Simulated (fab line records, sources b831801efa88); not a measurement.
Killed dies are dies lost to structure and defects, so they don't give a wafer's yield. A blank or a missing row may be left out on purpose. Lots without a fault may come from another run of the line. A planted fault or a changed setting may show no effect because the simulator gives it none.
fab line records | flow sky130 | part 1 of 2: steps 1 to 30 of 42
record lots=5 wafers=15 last_day=50
route steps=708 shown FIELD_ISO@26 NWELL@32 DNWELL@35 PWDE@45
lots that met no fault: from a run of the same line without faults
start_h: hours from the record's first day to the start of the lot's first wafer shown | wait_h: hours since the lot's step before | " the same as in the row above | L1.1+2: a row that stands for several wafers | - no value, or no start given | * or withheld: withheld | < > ~ a bound
route shown NAME@n: a module of which the file shows steps, and the number in the route of the first | usual: mean/standard deviation of fault-free wafers | same: alike in all rows | chamber/n: place in a boat | sites: the reading at each site | _std_site: their standard deviation | _edge_site: outer sites' mean less inner sites' | radius_mm: how far each site lies from the wafer's centre | mask NAME#n: copy n | behind: the tool/chamber that last shaped the wafer | hold: why the lot was held/for how many hours/how that ended | device: the transistor (n, p or np) that didn't switch | end of line: the same wafers' tests at the end of the route | a step without rows: its recipe alone | killed: dies lost to structure and defects at the first sort, not the wafer's yield | map: a wafer's dies, x killed, . not, _ none there
set.NAME: the setting as run; set.NAME@STEP: as run at that earlier step | model.NAME: the simulator's own value behind a step, which no gauge read
lots at some steps of the route; a table a step, a row a wafer
services: from which hour (start_h, from the record's first day; less than 0 if before it) a tool's chamber was out of use, for how many hours, and why
## steps
# step SKY_FIELD_ISO_THK_MEAS_25
# recipe reads=SiO2_of_FIELD_ISO_CVD_24
# usual FIELD_ISO_CVD_24_THK=594/7
# columns lot.wafer tool chamber start_h wait_h FIELD_ISO_CVD_24_THK[nm]
L076.1 film_metro-01 - 40.17 0.0 596
L076.3 " - " " 598
L076.6 " - " " 602
L077.1 film_metro-01 - 45.80 0.0 604
L077.2 " - " " 602
L077.3 " - " " 606
L078.2 film_metro-01 - 53.37 0.0 584
L078.4 " - " " 593
L078.5 " - " " 591
L087.3 film_metro-02 - 99.22 0.1 594
L087.4 " - " " 591
L087.5 " - " " 586
L097.1 film_metro-03 - 150.63 0.0 594
L097.4 " - " " 590
L097.5 " - " " 593
# step SKY_FIELD_ISO_ANNEAL_26
# recipe temp_c=1000 time_s=1800 ambient=N2
# usual zone_power_bottom_pct=35/3.8 zone_power_centre_pct=22.9/0.35
# columns lot.wafer tool chamber start_h wait_h zone_power_bottom_pct zone_power_centre_pct
L076.1 furnace-01 0 40.23 0.1 30 23.4
L076.3 " 0 " " 30 23.3
L076.6 " 0 " " 29 23.2
L077.1 furnace-02 0 45.86 0.1 37 22.7
L077.2 " 0 " " 38 22.7
L077.3 " 0 " " 38 22.3
L078.2 furnace-01 0 53.42 0.0 30 23.2
L078.4 " 0 " " 30 23.2
L078.5 " 0 " " 31 23.2
L087.3 furnace-02 0 99.26 0.0 38 22.9
L087.4 " 0 " " 37 22.4
L087.5 " 0 " " 38 22.8
L097.1 furnace-02 0 153.41 2.8 38 22.7
L097.4 " 0 " " 38 22.8
L097.5 " 0 " " 38 22.7
# step SKY_FIELD_ISO_CMP_27
# recipe stop_on=Si3N4 t_overpolish_s=16 down_force_psi=4 platen_rpm=60 target_thk_nm=457.8 pad_velocity_m_s=0.94248
# usual motor_current_A=11.8/1.5 overpolish_run_s=15.999/0.0095 slurry_filter_dp_kPa=13.50/0.13 time_to_endpoint_s=111/3.6
# columns lot.wafer tool chamber start_h wait_h motor_current_A overpolish_run_s slurry_filter_dp_kPa time_to_endpoint_s
L076.1 cmp-01 3 41.73 0.0 11.4 16.012 13.65 112
L076.3 " 2 " " 11.5 15.977 13.78 114
L076.6 " 0 " " 10.2 15.991 13.31 113
L077.2 cmp-02 0 47.36 0.0 12.8 15.992 13.52 104
L077.1 " 2 " " 12.1 15.999 13.40 105
L077.3 " 3 " " 12.5 16.011 13.77 113
L078.4 cmp-01 2 54.92 0.0 12.0 15.993 13.67 114
L078.2 " 1 " " 14.8 15.997 13.58 111
L078.5 " 2 " " 11.2 16.004 13.49 111
L087.3 cmp-01 1 100.81 0.1 14.7 16.009 13.49 112
L087.4 " 2 " " 11.4 15.998 13.48 111
L087.5 " 0 " " 10.2 15.997 13.66 111
L097.4 cmp-01 2 154.96 0.1 11.9 16.009 13.37 111
L097.1 " 0 " " 10.2 16.003 13.62 107
L097.5 " 2 " " 11.8 16.014 13.64 108
# step SKY_FIELD_ISO_WET_ETCH_28
# recipe chemistry=dHF target_depth_nm=23.7 target=SiO2 dilution=10:1 temp_c=25 time_s=47
# columns lot.wafer tool chamber start_h wait_h
L076.1+3+6 wet_bench-02 3 42.03 0.2
L077.1+2+3 wet_bench-02 1 47.66 0.1
L078.2+4+5 wet_bench-04 0 55.22 0.1
L087.3+4+5 wet_bench-01 3 101.06 0.2
L097.1+4+5 wet_bench-02 2 155.21 0.1
# step SKY_FIELD_ISO_WET_ETCH_29
# recipe chemistry=H3PO4 target_depth_nm=160 target=Si3N4 temp_c=160 time_s=1825
# columns lot.wafer tool chamber start_h wait_h
L076.1+3+6 wet_bench-01 2 42.05 0.0
L077.1+2+3 wet_bench-01 1 47.68 0.0
L078.2+4+5 wet_bench-04 1 55.24 0.0
L087.3+4+5 wet_bench-02 0 101.08 0.0
L097.1+4+5 wet_bench-01 2 155.23 0.0
# step SKY_FIELD_ISO_WET_ETCH_30
# recipe chemistry=dHF target_depth_nm=25 target=SiO2 dilution=10:1 temp_c=25 time_s=50
# columns lot.wafer tool chamber start_h wait_h
L076.1+3+6 wet_bench-02 0 42.57 0.0
L077.1+2+3 wet_bench-04 0 48.20 0.0
L078.2+4+5 wet_bench-01 0 55.80 0.0
L087.3+4+5 wet_bench-01 0 101.59 0.0
L097.1+4+5 wet_bench-02 0 155.74 0.0
# step SKY_NWELL_CLEAN_00
# recipe chemistry=SC1/SC2 mix=1:4:20 temp_c=70 time_s=150 dry=n2_spin
# columns lot.wafer tool chamber start_h wait_h
L076.1+3+6 wet_bench-04 2 42.59 0.0
L077.1+2+3 wet_bench-01 1 48.22 0.0
L078.2+4+5 wet_bench-02 2 55.83 0.0
L087.3+4+5 wet_bench-04 0 101.61 0.0
L097.1+4+5 wet_bench-04 1 155.77 0.0
# step SKY_NWELL_OXIDATION_01
# recipe temp_c=900 ambient=O2 stabilise_s=600 purge_s=300 target_thk_a=100 ox_time_s=1418
# usual ox_temp_c=900.1/0.39 zone_power_bottom_pct=27/3.1 zone_power_centre_pct=18.15/0.29
# columns lot.wafer tool chamber start_h wait_h ox_temp_c zone_power_bottom_pct zone_power_centre_pct
L076.1 furnace-02 0 43.03 0.4 900.1 30 17.77
L076.3 " 0 " " 899.9 30 17.80
L076.6 " 0 " " 899.8 30 18.29
L077.1 furnace-02 0 48.27 0.0 900.5 30 17.95
L077.2 " 0 " " 900.4 30 17.74
L077.3 " 0 " " 900.7 30 17.88
L078.2 furnace-02 0 56.83 1.0 900.3 30 18.13
L078.4 " 0 " " 900.9 30 17.66
L078.5 " 0 " " 900.9 30 17.79
L087.3 furnace-01 0 102.67 1.0 899.6 24 18.21
L087.4 " 0 " " 899.6 23 18.29
L087.5 " 0 " " 900.7 24 18.53
L097.1 furnace-01 0 156.66 0.8 900.0 23 18.33
L097.4 " 0 " " 899.8 24 18.51
L097.5 " 0 " " 900.2 24 18.86
# step SKY_NWELL_THK_MEAS_02
# recipe reads=SiO2_of_NWELL_OXIDATION_01
# usual NWELL_OXIDATION_THK=9.99/0.17
# columns lot.wafer tool chamber start_h wait_h NWELL_OXIDATION_THK[nm]
L076.1 film_metro-03 - 44.42 0.0 10.14
L076.3 " - " " 10.02
L076.6 " - " " 10.10
L077.1 film_metro-03 - 49.67 0.0 9.80
L077.2 " - " " 10.01
L077.3 " - " " 10.02
L078.2 film_metro-02 - 58.23 0.0 10.01
L078.4 " - " " 10.17
L078.5 " - " " 9.97
L087.3 film_metro-03 - 104.08 0.0 10.08
L087.4 " - " " 10.12
L087.5 " - " " 10.11
L097.1 film_metro-02 - 158.06 0.0 9.64
L097.4 " - " " 9.78
L097.5 " - " " 9.82
# step SKY_DNWELL_DEHYDRATE_00
# recipe temp_c=200 time_s=60
# usual plate_temp_C=199.98/0.15
# columns lot.wafer tool chamber start_h wait_h plate_temp_C
L076.1 litho_track-01 0 51.67 7.2 200.24
L076.3 " 0 " " 199.89
L076.6 " 0 " " 200.29
L077.1 litho_track-01 0 56.82 7.1 199.92
L077.2 " 0 " " 199.76
L077.3 " 0 " " 200.03
L078.2 litho_track-01 0 66.05 7.8 200.03
L078.4 " 0 " " 200.01
L078.5 " 0 " " 200.18
L087.3 litho_track-03 0 112.72 8.6 200.05
L087.4 " 0 " " 199.95
L087.5 " 0 " " 199.98
L097.1 litho_track-01 0 167.22 9.2 199.87
L097.4 " 0 " " 199.98
L097.5 " 0 " " 200.18
# step SKY_DNWELL_HMDS_01
# recipe prime_time_s=60 prime_temp_c=120
# columns lot.wafer tool chamber start_h wait_h
L076.1+3+6 litho_track-01 0 51.82 0.1
L077.1+2+3 litho_track-01 0 56.97 0.1
L078.2+4+5 litho_track-01 0 66.20 0.1
L087.3+4+5 litho_track-03 0 112.87 0.1
L097.1+4+5 litho_track-01 0 167.37 0.1
# step SKY_DNWELL_COAT_02
# recipe spin_rpm=2000 resist_thk_nm=3000
# columns lot.wafer tool chamber start_h wait_h
L076.1+3+6 litho_track-01 0 51.97 0.1
L077.1+2+3 litho_track-01 0 57.12 0.1
L078.2+4+5 litho_track-01 0 66.35 0.1
L087.3+4+5 litho_track-03 0 113.02 0.1
L097.1+4+5 litho_track-01 0 167.52 0.1
# step SKY_DNWELL_SOFTBAKE_03
# recipe temp_c=110 time_s=withheld
# usual plate_temp_C=110.01/0.12
# columns lot.wafer tool chamber start_h wait_h plate_temp_C
L076.1 litho_track-01 0 52.12 0.1 110.12
L076.3 " 0 " " 109.82
L076.6 " 0 " " 109.96
L077.1 litho_track-01 0 57.27 0.1 109.96
L077.2 " 0 " " 109.90
L077.3 " 0 " " 109.85
L078.2 litho_track-01 0 66.51 0.1 110.02
L078.4 " 0 " " 110.11
L078.5 " 0 " " 110.11
L087.3 litho_track-03 0 113.18 0.1 109.92
L087.4 " 0 " " 110.01
L087.5 " 0 " " 109.84
L097.1 litho_track-01 0 167.67 0.1 110.00
L097.4 " 0 " " 109.93
L097.5 " 0 " " 109.99
# step SKY_DNWELL_EXPOSE_04
# recipe mask_id=DNM na=0.57 target_cd_nm=3000 dose_mj=222
# usual reticle_temp_C=23.02/0.11
# columns lot.wafer tool chamber start_h wait_h mask reticle_temp_C
L076.1 iline_stepper-01 0 - - DNM#0 23.10
L076.3 " 0 " " DNM#0 23.14
L076.6 " 0 " " DNM#0 23.11
L077.1 iline_stepper-01 0 - - DNM#0 22.99
L077.2 " 0 " " DNM#0 23.01
L077.3 " 0 " " DNM#0 22.98
L078.2 iline_stepper-01 0 - - DNM#0 23.06
L078.4 " 0 " " DNM#0 23.13
L078.5 " 0 " " DNM#0 23.05
L087.3 iline_stepper-02 0 - - DNM#0 22.93
L087.4 " 0 " " DNM#0 23.03
L087.5 " 0 " " DNM#0 22.97
L097.1 iline_stepper-02 0 - - DNM#0 22.98
L097.4 " 0 " " DNM#0 23.03
L097.5 " 0 " " DNM#0 23.13
# step SKY_DNWELL_PEB_05
# recipe temp_c=115 time_s=withheld
# usual plate_temp_C=115.00/0.12
# columns lot.wafer tool chamber start_h wait_h plate_temp_C
L076.1 litho_track-01 0 - - 114.86
L076.3 " 0 " " 115.04
L076.6 " 0 " " 114.94
L077.1 litho_track-01 0 - - 114.78
L077.2 " 0 " " 115.02
L077.3 " 0 " " 114.86
L078.2 litho_track-02 0 - - 115.27
L078.4 " 0 " " 115.15
L078.5 " 0 " " 114.91
L087.3 litho_track-02 0 - - 115.09
L087.4 " 0 " " 114.94
L087.5 " 0 " " 114.68
L097.1 litho_track-03 0 - - 115.11
L097.4 " 0 " " 115.07
L097.5 " 0 " " 114.96
# step SKY_DNWELL_DEVELOP_06
# recipe wall_angle_deg=90 developer=TMAH develop_time_s=60 dev_temp_c=23
# columns lot.wafer tool chamber start_h wait_h
L076.1+3+6 litho_track-01 0 - -
L077.1+2+3 litho_track-01 0 - -
L078.2+4+5 litho_track-02 0 - -
L087.3+4+5 litho_track-02 0 - -
L097.1+4+5 litho_track-03 0 - -
# step SKY_DNWELL_IMPLANT_07
# recipe species=P energy_kev=withheld dose_cm2=withheld tilt_deg=withheld
# columns lot.wafer tool chamber start_h wait_h
L076.1+3+6 implanter-03 0 60.32 -
L077.1+2+3 implanter-04 0 65.37 -
L078.2+4+5 implanter-01 0 74.81 -
L087.3+4+5 implanter-03 0 122.74 -
L097.1+4+5 implanter-03 0 178.27 -
# step SKY_DNWELL_STRIP_08
# recipe chemistry=O2/N2 power_w=1400 pressure_mtorr=1500 platen_temp_c=withheld o2_flow_sccm=3000 n2_flow_sccm=300 overash_fraction=0.5
# usual drypump_motor_current_A=5.7/0.33 oes_product_au=0.722/0.0041 strip_time_to_endpoint_s=36.92/0.097
# columns lot.wafer tool chamber start_h wait_h drypump_motor_current_A oes_product_au rf_hours_counter_h strip_time_to_endpoint_s
L076.1 plasma_asher-03 1 60.47 0.1 5.3 0.715 38 36.94
L076.3 " 0 " " 5.9 0.723 - 36.98
L076.6 " 1 " " 5.3 0.719 - 36.85
L077.1 plasma_asher-04 0 65.52 0.1 5.7 0.712 37 37.12
L077.2 " 1 " " 6.1 0.726 37 37.07
L077.3 " 0 " " 5.7 0.724 - 37.09
L078.2 plasma_asher-02 1 74.94 0.1 5.4 0.721 38 37.01
L078.4 " 1 " " 5.4 0.724 - 37.05
L078.5 " 1 " " 5.4 0.731 - 37.06
L087.3 plasma_asher-03 0 122.87 0.1 5.9 0.720 - 36.86
L087.4 " 1 " " 5.3 0.720 - 36.90
L087.5 " 1 " " 5.3 0.718 - 36.81
L097.1 plasma_asher-03 1 178.42 0.1 5.2 0.718 3 36.96
L097.4 " 1 " " 5.3 0.718 - 36.86
L097.5 " 0 " " 5.9 0.723 - 36.82
# step SKY_DNWELL_TW_MEAS_09
# usual DNWELL_TW=1111/5.8
# columns lot.wafer tool chamber start_h wait_h DNWELL_TW
L076.1 film_metro-02 - 60.57 0.1 1112
L076.3 " - " " 1110
L076.6 " - " " 1111
L077.1 film_metro-04 - 65.62 0.1 1101
L077.2 " - " " 1107
L077.3 " - " " 1106
L078.2 film_metro-04 - 75.05 0.1 1122
L078.4 " - " " 1117
L078.5 " - " " 1118
L087.3 film_metro-04 - 122.96 0.1 1121
L087.4 " - " " 1109
L087.5 " - " " 1116
L097.1 film_metro-02 - 178.52 0.1 1113
L097.4 " - " " 1108
L097.5 " - " " 1105
# step SKY_PWDE_DEHYDRATE_00
# recipe temp_c=200 time_s=60
# usual plate_temp_C=200.02/0.17
# columns lot.wafer tool chamber start_h wait_h plate_temp_C
L076.1 litho_track-03 0 67.87 7.3 199.98
L076.3 " 0 " " 200.01
L076.6 " 0 " " 199.97
L077.1 litho_track-04 0 73.05 7.4 200.33
L077.2 " 0 " " 200.04
L077.3 " 0 " " 200.12
L078.2 litho_track-03 0 83.14 8.1 200.28
L078.4 " 0 " " 200.12
L078.5 " 0 " " 200.15
L087.3 litho_track-02 0 131.79 8.8 200.00
L087.4 " 0 " " 199.97
L087.5 " 0 " " 199.93
L097.1 litho_track-02 0 188.08 9.6 199.74
L097.4 " 0 " " 200.08
L097.5 " 0 " " 200.00
# step SKY_PWDE_HMDS_01
# recipe prime_time_s=60 prime_temp_c=120
# columns lot.wafer tool chamber start_h wait_h
L076.1+3+6 litho_track-03 0 68.02 0.1
L077.1+2+3 litho_track-04 0 73.20 0.1
L078.2+4+5 litho_track-03 0 83.29 0.1
L087.3+4+5 litho_track-02 0 131.94 0.1
L097.1+4+5 litho_track-02 0 188.23 0.1
# step SKY_PWDE_COAT_02
# recipe spin_rpm=2000 resist_thk_nm=2957
# columns lot.wafer tool chamber start_h wait_h
L076.1+3+6 litho_track-03 0 68.17 0.1
L077.1+2+3 litho_track-04 0 73.35 0.1
L078.2+4+5 litho_track-03 0 83.44 0.1
L087.3+4+5 litho_track-02 0 132.09 0.1
L097.1+4+5 litho_track-02 0 188.38 0.1
# step SKY_PWDE_SOFTBAKE_03
# recipe temp_c=110 time_s=withheld
# usual plate_temp_C=110.00/0.12
# columns lot.wafer tool chamber start_h wait_h plate_temp_C
L076.1 litho_track-03 0 68.32 0.1 109.97
L076.3 " 0 " " 110.22
L076.6 " 0 " " 109.88
L077.1 litho_track-04 0 73.50 0.1 110.06
L077.2 " 0 " " 110.03
L077.3 " 0 " " 110.09
L078.2 litho_track-03 0 83.60 0.1 110.00
L078.4 " 0 " " 110.01
L078.5 " 0 " " 109.88
L087.3 litho_track-02 0 132.25 0.1 109.95
L087.4 " 0 " " 109.91
L087.5 " 0 " " 110.04
L097.1 litho_track-02 0 188.53 0.1 110.01
L097.4 " 0 " " 110.05
L097.5 " 0 " " 110.22
# step SKY_PWDE_EXPOSE_04
# recipe mask_id=PWDEM na=0.6 source_shape=conventional sigma_outer=0.6 polarization=unpolarized target_cd_nm=840 dose_mj=214
# usual reticle_temp_C=23.01/0.09
# columns lot.wafer tool chamber start_h wait_h mask reticle_temp_C
L076.1 iline_stepper-02 0 - - PWDEM#0 23.02
L076.3 " 0 " " PWDEM#0 23.03
L076.6 " 0 " " PWDEM#0 23.07
L077.1 iline_stepper-01 0 - - PWDEM#0 22.99
L077.2 " 0 " " PWDEM#0 23.08
L077.3 " 0 " " PWDEM#0 23.01
L078.2 iline_stepper-02 0 - - PWDEM#0 23.04
L078.4 " 0 " " PWDEM#0 23.01
L078.5 " 0 " " PWDEM#0 23.11
L087.3 iline_stepper-01 0 - - PWDEM#0 23.01
L087.4 " 0 " " PWDEM#0 22.90
L087.5 " 0 " " PWDEM#0 22.95
L097.1 iline_stepper-02 0 - - PWDEM#0 22.90
L097.4 " 0 " " PWDEM#0 22.95
L097.5 " 0 " " PWDEM#0 22.99
# step SKY_PWDE_PEB_05
# recipe temp_c=115 time_s=withheld
# usual plate_temp_C=115.00/0.13
# columns lot.wafer tool chamber start_h wait_h plate_temp_C
L076.1 litho_track-02 0 - - 115.02
L076.3 " 0 " " 115.29
L076.6 " 0 " " 114.95
L077.1 litho_track-02 0 - - 115.02
L077.2 " 0 " " 115.09
L077.3 " 0 " " 115.00
L078.2 litho_track-03 0 - - 115.35
L078.4 " 0 " " 115.18
L078.5 " 0 " " 115.06
L087.3 litho_track-04 0 - - 115.06
L087.4 " 0 " " 115.06
L087.5 " 0 " " 114.94
L097.1 litho_track-02 0 - - 114.86
L097.4 " 0 " " 115.19
L097.5 " 0 " " 114.90
# step SKY_PWDE_DEVELOP_06
# recipe wall_angle_deg=90 developer=TMAH develop_time_s=60 dev_temp_c=23
# columns lot.wafer tool chamber start_h wait_h
L076.1+3+6 litho_track-02 0 - -
L077.1+2+3 litho_track-02 0 - -
L078.2+4+5 litho_track-03 0 - -
L087.3+4+5 litho_track-04 0 - -
L097.1+4+5 litho_track-02 0 - -
# step SKY_PWDE_OVL_MEAS_07
# usual PWDE_OVL=0.1/1.6
# columns lot.wafer tool chamber start_h wait_h PWDE_OVL[nm]
L076.1 overlay-01 - 76.69 - -1.1
L076.3 " - " " 0.0
L076.6 " - " " 0.1
L077.1 overlay-02 - 81.64 - -0.3
L077.2 " - " " -0.9
L077.3 " - " " -1.9
L078.2 overlay-02 - 92.12 - -0.7
L078.4 " - " " 1.7
L078.5 " - " " 0.8
L087.3 overlay-02 - 141.72 - 2.0
L087.4 " - " " 3.0
L087.5 " - " " 2.3
L097.1 overlay-02 - 199.53 - 2.0
L097.4 " - " " 1.6
L097.5 " - " " 0.8
# step SKY_PWDE_IMPLANT_08
# recipe species=B energy_kev=150 dose_cm2=3.6e+12 tilt_deg=withheld
# columns lot.wafer tool chamber start_h wait_h
L076.1+3+6 implanter-02 0 76.72 0.0
L077.1+2+3 implanter-04 0 81.67 0.0
L078.2+4+5 implanter-02 0 92.18 0.0
L087.3+4+5 implanter-02 0 141.79 0.1
L097.1+4+5 implanter-03 0 199.57 0.0
# step SKY_PWDE_STRIP_09
# recipe chemistry=O2/N2 power_w=1400 pressure_mtorr=1500 platen_temp_c=withheld o2_flow_sccm=3000 n2_flow_sccm=300 overash_fraction=0.5
# usual drypump_motor_current_A=5.8/0.34 oes_product_au=0.723/0.0047 strip_time_to_endpoint_s=36.43/0.097
# columns lot.wafer tool chamber start_h wait_h drypump_motor_current_A oes_product_au rf_hours_counter_h strip_time_to_endpoint_s
L076.1 plasma_asher-01 0 76.87 0.1 5.4 0.718 28 36.39
L076.3 " 0 " " 5.4 0.710 - 36.37
L076.6 " 0 " " 5.4 0.728 - 36.43
L077.1 plasma_asher-01 1 81.82 0.1 6.3 0.721 29 36.44
L077.2 " 0 " " 5.4 0.716 29 36.37
L077.3 " 1 " " 6.2 0.725 - 36.36
L078.2 plasma_asher-04 0 92.30 0.1 5.7 0.732 39 36.40
L078.4 " 1 " " 6.2 0.724 - 36.39
L078.5 " 1 " " 6.2 0.714 - 36.40
L087.3 plasma_asher-04 1 141.92 0.1 6.1 0.715 - 36.39
L087.4 " 0 " " 5.7 0.729 - 36.45
L087.5 " 0 " " 5.7 0.724 - 36.50
L097.1 plasma_asher-04 1 199.72 0.1 6.1 0.730 51 36.58
L097.4 " 1 " " 6.1 0.725 - 36.52
L097.5 " 0 " " 5.7 0.727 - 36.56
# step SKY_PWDE_TW_MEAS_10
# usual PWDE_TW=372.7/1.6
# columns lot.wafer tool chamber start_h wait_h PWDE_TW
L076.1 film_metro-02 - 76.97 0.1 371.4
L076.3 " - " " 371.9
L076.6 " - " " 370.8
L077.1 film_metro-03 - 81.92 0.1 372.7
L077.2 " - " " 371.4
L077.3 " - " " 370.0
L078.2 film_metro-02 - 92.41 0.1 371.0
L078.4 " - " " 370.4
L078.5 " - " " 371.3
L087.3 film_metro-04 - 142.01 0.1 373.2
L087.4 " - " " 372.0
L087.5 " - " " 372.3
L097.1 film_metro-03 - 199.82 0.1 375.2
L097.4 " - " " 373.6
L097.5 " - " " 372.3
